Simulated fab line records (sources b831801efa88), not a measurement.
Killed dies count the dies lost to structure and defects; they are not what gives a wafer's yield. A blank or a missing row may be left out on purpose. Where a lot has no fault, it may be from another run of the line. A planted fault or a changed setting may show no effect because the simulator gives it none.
fab line records    flow gf180mcu
record lots=12  wafers=36  last-day=34
route steps=602 shown HV_LDD@185 V2@386 M3@426 V3@430
lots that met no fault: taken from a fault-free run of the same line
start-h: start of the lot's first displayed wafer, in hours after the record's first day    wait-h: hours elapsed since this lot's preceding step    " as in the row above    L1.1+2: a row that stands for several wafers    - no value, or no start given    * or withheld: withheld    < > ~ a bound
route shown NAME@n: a module of which the file shows steps, and the number in the route of the first    usual: mean/standard deviation of fault-free wafers    same: alike in all rows    chamber/n: place in a boat    sites: the reading at each site    _std_site: standard deviation across them    _edge_site: outer sites' mean less inner sites'    radius-mm: how far each site lies from the wafer's centre    mask NAME#n: copy n    behind: the most recent tool/chamber to have shaped the wafer    hold: the reason the lot was held/the length of the hold in hours/how it ended    device: the n, p or np transistor that did not switch    end of line: at the end of the route, the tests of the same wafers    for a step that has no rows: nothing shown but its recipe    killed: not the wafer's yield, but the dies lost to structure and defects at the first sort    map: the dies of a wafer, with x for killed, . for not killed, _ for no die there
set.NAME: the setting that was run; set.NAME@STEP: the one run at that earlier step    model.NAME: the simulator's own value behind a step, which no gauge read
one table for each step of the route and one row for each wafer, over a sample of lots
services: the hour from which a tool's chamber was out of use, counted from the record's first day as start-h (under 0 if before that day), plus the number of hours and why
## steps
# step GF_HV_LDD_IMPLANT_09
# recipe species=As  energy-kev=40  dose-cm2=1e+14  tilt-deg=7
# usual dose-ions-cm2=1.0001e+14/1.1e+11  faraday-current-uA=566/9.6
lot.wafer  tool          chamber  start-h  wait-h  dose-ions-cm2  faraday-current-uA
L392.1     implanter-02  0        219.16   0.0     1.0018e+14     550
L392.4     "             0        "        "       9.997e+13      570
L392.5     "             0        "        "       1.0004e+14     563
L393.1     implanter-02  0        223.56   0.0     1.0017e+14     575
L393.2     "             0        "        "       9.999e+13      569
L393.3     "             0        "        "       1.001e+14      578
L394.1     implanter-01  0        236.39   0.0     9.999e+13      558
L394.3     "             0        "        "       9.992e+13      579
L394.5     "             0        "        "       9.992e+13      567
L397.1     implanter-01  0        254.54   0.0     1.0015e+14     560
L397.2     "             0        "        "       9.996e+13      578
L397.3     "             0        "        "       1.0006e+14     563
L398.1     implanter-03  0        266.04   0.0     1.0008e+14     565
L398.2     "             0        "        "       9.996e+13      565
L398.5     "             0        "        "       1.0004e+14     569
L403.2     implanter-01  0        302.93   0.0     9.994e+13      571
L403.5     "             0        "        "       9.989e+13      558
L403.6     "             0        "        "       9.99e+13       561
L405.1     implanter-02  0        315.31   0.0     1.0017e+14     582
L405.5     "             0        "        "       9.99e+13       554
L405.6     "             0        "        "       9.989e+13      557
L411.1     implanter-01  0        359.74   0.0     8.923e+13      512
L411.2     "             0        "        "       8.921e+13      515
L411.5     "             0        "        "       8.919e+13      518
L412.2     implanter-03  0        369.03   0.0     9.983e+13      571
L412.3     "             0        "        "       9.988e+13      560
L412.4     "             0        "        "       9.993e+13      584
L413.1     implanter-02  0        378.16   0.0     9.978e+13      574
L413.5     "             0        "        "       9.996e+13      566
L413.6     "             0        "        "       9.999e+13      566
L414.3     implanter-01  0        382.79   0.1     8.947e+13      495
L414.5     "             0        "        "       8.931e+13      503
L414.6     "             0        "        "       8.924e+13      489
L415.2     implanter-02  0        386.71   0.0     1.0003e+14     555
L415.4     "             0        "        "       1.0017e+14     562
L415.5     "             0        "        "       1.0005e+14     567
# step GF_HV_LDD_TW_MEAS_11
# usual HV_LDD_TW=2424/15
lot.wafer  tool           chamber  start-h  wait-h  HV_LDD_TW
L392.1     film-metro-04  -        219.41   0.1     2442
L392.4     "              -        "        "       2450
L392.5     "              -        "        "       2440
L393.1     film-metro-03  -        223.81   0.1     2416
L393.2     "              -        "        "       2424
L393.3     "              -        "        "       2436
L394.1     film-metro-02  -        236.64   0.1     2428
L394.3     "              -        "        "       2405
L394.5     "              -        "        "       2416
L397.1     film-metro-02  -        254.79   0.1     2422
L397.2     "              -        "        "       2412
L397.3     "              -        "        "       2432
L398.1     film-metro-03  -        266.29   0.1     2406
L398.2     "              -        "        "       2418
L398.5     "              -        "        "       2419
L403.2     film-metro-04  -        303.17   0.1     2419
L403.5     "              -        "        "       2423
L403.6     "              -        "        "       2426
L405.1     film-metro-02  -        315.56   0.1     2424
L405.5     "              -        "        "       2434
L405.6     "              -        "        "       2424
L411.1     film-metro-03  -        359.99   0.1     2344
L411.2     "              -        "        "       2309
L411.5     "              -        "        "       2330
L412.2     film-metro-03  -        369.27   0.1     2394
L412.3     "              -        "        "       2409
L412.4     "              -        "        "       2395
L413.1     film-metro-04  -        378.41   0.1     2447
L413.5     "              -        "        "       2434
L413.6     "              -        "        "       2442
L414.3     film-metro-04  -        383.01   0.1     2362
L414.5     "              -        "        "       2365
L414.6     "              -        "        "       2364
L415.2     film-metro-02  -        386.95   0.1     2435
L415.4     "              -        "        "       2434
L415.5     "              -        "        "       2426
# step GF_HV_LDD_RS_MEAS_53
# recipe thk-meas-gauge=four-point-probe
# usual HV_LDD_RS=417.3/0.9
lot.wafer  tool           chamber  start-h  wait-h  HV_LDD_RS[ohm/sq]
L392.1     film-metro-02  -        276.69   0.1     417.5
L392.4     "              -        "        "       417.0
L392.5     "              -        "        "       417.3
L393.1     film-metro-03  -        280.92   0.1     417.6
L393.2     "              -        "        "       417.4
L393.3     "              -        "        "       416.8
L394.1     film-metro-04  -        296.15   0.1     417.7
L394.3     "              -        "        "       418.3
L394.5     "              -        "        "       416.9
L397.1     film-metro-04  -        316.09   0.1     416.8
L397.2     "              -        "        "       416.9
L397.3     "              -        "        "       417.1
L398.1     film-metro-03  -        328.07   0.1     417.0
L398.2     "              -        "        "       416.1
L398.5     "              -        "        "       416.5
L403.2     film-metro-04  -        367.04   0.1     417.3
L403.5     "              -        "        "       416.8
L403.6     "              -        "        "       417.6
L405.1     film-metro-04  -        382.28   0.1     418.0
L405.5     "              -        "        "       419.0
L405.6     "              -        "        "       417.8
L411.1     film-metro-03  -        430.37   0.1     438.2
L411.2     "              -        "        "       438.2
L411.5     "              -        "        "       438.8
L412.2     film-metro-04  -        439.74   0.1     417.8
L412.3     "              -        "        "       417.6
L412.4     "              -        "        "       418.8
L413.1     film-metro-02  -        451.76   0.1     418.2
L413.5     "              -        "        "       417.4
L413.6     "              -        "        "       418.0
L414.3     film-metro-03  -        455.11   0.1     439.5
L414.5     "              -        "        "       439.4
L414.6     "              -        "        "       439.6
L415.2     film-metro-03  -        460.28   0.1     416.5
L415.4     "              -        "        "       417.5
L415.5     "              -        "        "       416.8
# step GF_V2_CMP_04
# recipe material=SiO2  down-force-psi=4  platen-rpm=60  pad-velocity-m-s=0.94248
# usual motor-current-A=12.1/1.1  slurry-filter-dp-kPa=13.49/0.14  time-to-endpoint-s=83/5.7
lot.wafer  tool    chamber  start-h  wait-h  motor-current-A  slurry-filter-dp-kPa  time-to-endpoint-s
L392.1     cmp-01  0        441.00   0.1     13.6             13.51                 77
L392.4     "       3        "        "       12.7             13.55                 85
L392.5     "       1        "        "       10.3             13.43                 79
L393.1     cmp-02  0        448.52   0.1     11.6             13.45                 78
L393.3     "       1        "        "       13.1             13.28                 75
L393.2     "       3        "        "       10.4             13.51                 79
L394.1     cmp-02  1        466.49   0.1     13.2             13.51                 72
L394.3     "       3        "        "       10.4             13.36                 84
L394.5     "       0        "        "       11.2             13.65                 89
L397.1     cmp-01  1        486.72   0.1     11.2             13.47                 78
L397.2     "       2        "        "       12.9             13.63                 82
L397.3     "       0        "        "       13.3             13.42                 76
L398.2     cmp-01  1        502.66   0.0     10.5             13.51                 85
L398.1     "       0        "        "       12.6             13.40                 75
L398.5     "       1        "        "       11.2             13.45                 91
L403.2     cmp-01  0        543.52   0.0     13.1             13.48                 78
L403.5     "       0        "        "       13.2             13.38                 81
L403.6     "       1        "        "       10.9             13.34                 92
L405.1     cmp-01  1        559.42   0.4     11.1             13.14                 86
L405.5     "       2        "        "       12.2             13.51                 89
L405.6     "       3        "        "       13.1             13.18                 83
L411.2     cmp-02  2        603.43   0.0     11.0             13.46                 81
L411.1     "       0        "        "       11.5             13.42                 84
L411.5     "       3        "        "       10.3             13.50                 87
L412.2     cmp-01  3        611.42   0.1     13.0             13.53                 89
L412.4     "       0        "        "       12.6             13.29                 80
L412.3     "       1        "        "       10.9             13.83                 82
L413.1     cmp-02  2        622.04   0.1     11.3             13.50                 84
L413.6     "       1        "        "       13.1             13.90                 94
L413.5     "       2        "        "       11.0             13.54                 88
L414.3     cmp-02  1        622.64   0.1     13.1             13.36                 85
L414.5     "       0        "        "       11.8             13.67                 86
L414.6     "       1        "        "       12.8             13.52                 96
L415.4     cmp-01  1        627.67   0.0     11.1             13.71                 95
L415.2     "       2        "        "       12.6             13.30                 81
L415.5     "       2        "        "       11.6             13.44                 85
# step GF_M3_STRIP_17
# recipe chemistry=O2/N2  power-w=1400  pressure-mtorr=1500  platen-temp-c=250  o2-flow-sccm=3000  n2-flow-sccm=300  overash-fraction=0.5
# usual chamber-pressure-mTorr=1500.1/1.4  drypump-motor-current-A=5.7/0.39  heater-power-w=352/27  oes-product-au=0.536/0.0052  strip-time-to-endpoint-s=7.37/0.057
lot.wafer  tool             chamber  start-h  wait-h  chamber-pressure-mTorr  drypump-motor-current-A  heater-power-w  oes-product-au  rf-hours-counter-h  strip-time-to-endpoint-s
L392.1     plasma-asher-01  0        492.37   0.1     1500.4                  5.1                      397             0.540           7                   7.27
L392.4     "                1        "        "       1500.4                  5.7                      317             0.540           -                   7.38
L392.5     "                1        "        "       1499.0                  5.7                      324             0.533           -                   7.23
L393.1     plasma-asher-03  1        499.45   0.2     1501.0                  5.5                      334             0.534           87                  7.38
L393.2     "                0        "        "       1497.8                  6.1                      365             0.531           87                  7.35
L393.3     "                0        "        "       1499.2                  6.1                      362             0.542           -                   7.36
L394.1     plasma-asher-01  0        516.99   0.1     1500.6                  5.1                      400             0.540           10                  7.41
L394.3     "                1        "        "       1498.2                  5.7                      313             0.538           -                   7.44
L394.5     "                1        "        "       1500.7                  5.7                      330             0.527           -                   7.34
L397.1     plasma-asher-03  0        536.00   0.2     1501.2                  6.1                      377             0.540           91                  7.37
L397.2     "                1        "        "       1500.2                  5.5                      344             0.540           91                  7.36
L397.3     "                0        "        "       1498.1                  6.1                      379             0.536           -                   7.40
L398.1     plasma-asher-03  1        550.17   0.1     1499.9                  5.5                      338             0.529           92                  7.35
L398.2     "                0        "        "       1500.3                  6.1                      374             0.526           92                  7.24
L398.5     "                0        "        "       1500.6                  6.1                      376             0.529           -                   7.26
L403.2     plasma-asher-01  1        592.12   0.1     1501.7                  5.7                      320             0.536           17                  7.38
L403.5     "                0        "        "       1501.2                  5.2                      400             0.532           -                   7.36
L403.6     "                1        "        "       1500.8                  5.7                      323             0.541           -                   7.44
L405.1     plasma-asher-03  0        603.97   0.1     1504.0                  6.1                      381             0.539           99                  7.35
L405.5     "                1        "        "       1502.3                  5.5                      346             0.537           -                   7.34
L405.6     "                0        "        "       1498.2                  6.1                      375             0.545           -                   7.46
L411.1     plasma-asher-01  0        647.02   0.1     1499.1                  5.1                      407             0.546           24                  7.48
L411.2     "                1        "        "       1500.7                  5.7                      324             0.545           24                  7.42
L411.5     "                0        "        "       1500.1                  5.1                      408             0.532           -                   7.38
L412.2     plasma-asher-03  0        653.28   0.1     1498.5                  6.1                      373             0.533           105                 7.36
L412.3     "                1        "        "       1498.1                  5.5                      334             0.536           -                   7.36
L412.4     "                0        "        "       1499.9                  6.1                      364             0.545           -                   7.38
L413.1     plasma-asher-03  1        663.88   0.1     1498.9                  5.5                      334             0.543           106                 7.44
L413.5     "                0        "        "       1500.5                  6.1                      378             0.534           -                   7.36
L413.6     "                1        "        "       1501.5                  5.5                      351             0.543           -                   7.44
L414.3     plasma-asher-03  1        665.15   0.1     1502.2                  5.5                      350             0.528           -                   7.28
L414.5     "                0        "        "       1501.6                  6.1                      375             0.531           -                   7.29
L414.6     "                1        "        "       1499.8                  5.5                      349             0.544           -                   7.30
L415.2     plasma-asher-02  1        669.57   0.1     1501.1                  5.3                      326             0.530           55                  7.25
L415.4     "                0        "        "       1500.0                  6.2                      346             0.527           -                   7.25
L415.5     "                1        "        "       1501.6                  5.2                      319             0.534           -                   7.27
# step GF_V3_THK_MEAS_01
# recipe reads=SiO2_of_V3_CVD_00
# usual V3_CVD_00_THK=602/8.6
lot.wafer  tool           chamber  start-h  wait-h  V3_CVD_00_THK[nm]
L392.1     film-metro-03  -        492.98   0.0     604
L392.4     "              -        "        "       598
L392.5     "              -        "        "       604
L393.1     film-metro-02  -        500.05   0.0     608
L393.2     "              -        "        "       615
L393.3     "              -        "        "       609
L394.1     film-metro-03  -        517.99   0.0     622
L394.3     "              -        "        "       608
L394.5     "              -        "        "       613
L397.1     film-metro-03  -        536.61   0.0     613
L397.2     "              -        "        "       595
L397.3     "              -        "        "       605
L398.1     film-metro-03  -        550.77   0.0     585
L398.2     "              -        "        "       595
L398.5     "              -        "        "       586
L403.2     film-metro-01  -        592.73   0.0     600
L403.5     "              -        "        "       603
L403.6     "              -        "        "       594
L405.1     film-metro-03  -        604.61   0.0     592
L405.5     "              -        "        "       595
L405.6     "              -        "        "       609
L411.1     film-metro-02  -        647.63   0.0     597
L411.2     "              -        "        "       591
L411.5     "              -        "        "       597
L412.2     film-metro-03  -        653.93   0.0     605
L412.3     "              -        "        "       608
L412.4     "              -        "        "       617
L413.1     film-metro-03  -        664.49   0.0     619
L413.5     "              -        "        "       613
L413.6     "              -        "        "       605
L414.3     film-metro-02  -        665.74   0.1     599
L414.5     "              -        "        "       599
L414.6     "              -        "        "       591
L415.2     film-metro-02  -        670.19   0.0     598
L415.4     "              -        "        "       589
L415.5     "              -        "        "       604
## services
tool             chamber  start-h  hours  kind
cmp-01           -        198.53   1.7    repair
cmp-01           -        221.16   2.0    repair
cmp-02           -        232.05   4.0    pm
cmp-02           -        252.75   0.2    repair
cmp-02           -        264.77   0.2    repair
cmp-02           -        281.52   0.3    repair
implanter-02     -        286.46   18.5   pm
implanter-01     -        313.60   5.6    pm
plasma-asher-03  -        329.96   28.1   pm
implanter-01     -        365.89   1.1    repair
cmp-01           -        367.53   0.8    repair
plasma-asher-03  -        368.41   4.2    repair
cmp-01           -        384.75   0.4    repair
cmp-01           -        390.21   14.0   pm
cmp-01           -        409.41   4.0    pm
cmp-01           -        420.17   3.8    repair
cmp-01           -        471.22   8.5    pm
plasma-asher-03  -        484.62   2.8    pm
cmp-01           -        517.65   3.3    pm
plasma-asher-03  -        524.32   4.6    pm
cmp-01           -        529.60   3.6    repair
cmp-01           -        545.04   1.6    repair
cmp-01           -        652.78   1.7    repair
cmp-01           -        666.50   0.3    repair
## key
first-sign step=GF_HV_LDD_IMPLANT_09  reading=dose-ions-cm2  direction=down  sigmas=97  usual=1.0001e+14  struck=8.927e+13
effect step=GF_HV_LDD_IMPLANT_09  reading=faraday-current-uA  direction=down  sigmas=6.3  usual=566  struck=505
effect step=GF_HV_LDD_TW_MEAS_11  reading=HV_LDD_TW  direction=down  sigmas=5.4  usual=2424  struck=2346
effect step=GF_HV_LDD_RS_MEAS_53  reading=HV_LDD_RS  direction=up  sigmas=24  usual=417.3  struck=439.0
met-at GF_HV_LDD_IMPLANT_09
struck-lots L411,L414
tester-left-out L411,L414
not-acting-at GF_V2_CMP_04,GF_M3_STRIP_17,GF_V3_THK_MEAS_01
onset-between 302.93 359.74
fault kind=process-parameter-drift  tool=implanter-01  chamber=-  onset-h=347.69  steps=GF_HV_LDD_IMPLANT_09  channel=dose-cm2  offset=-1.075e+13  shape=step  end-h=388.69  acts-in=these-recipes-only  stated=1e+14
# tester-left-out: of these lots the tester's yield and bins aren't shown, on N5 and GAA mostly nor the transistor test; their killed dies are dies lost to structure and defects alone, not to doping, threshold or leakage, so they don't give the yield
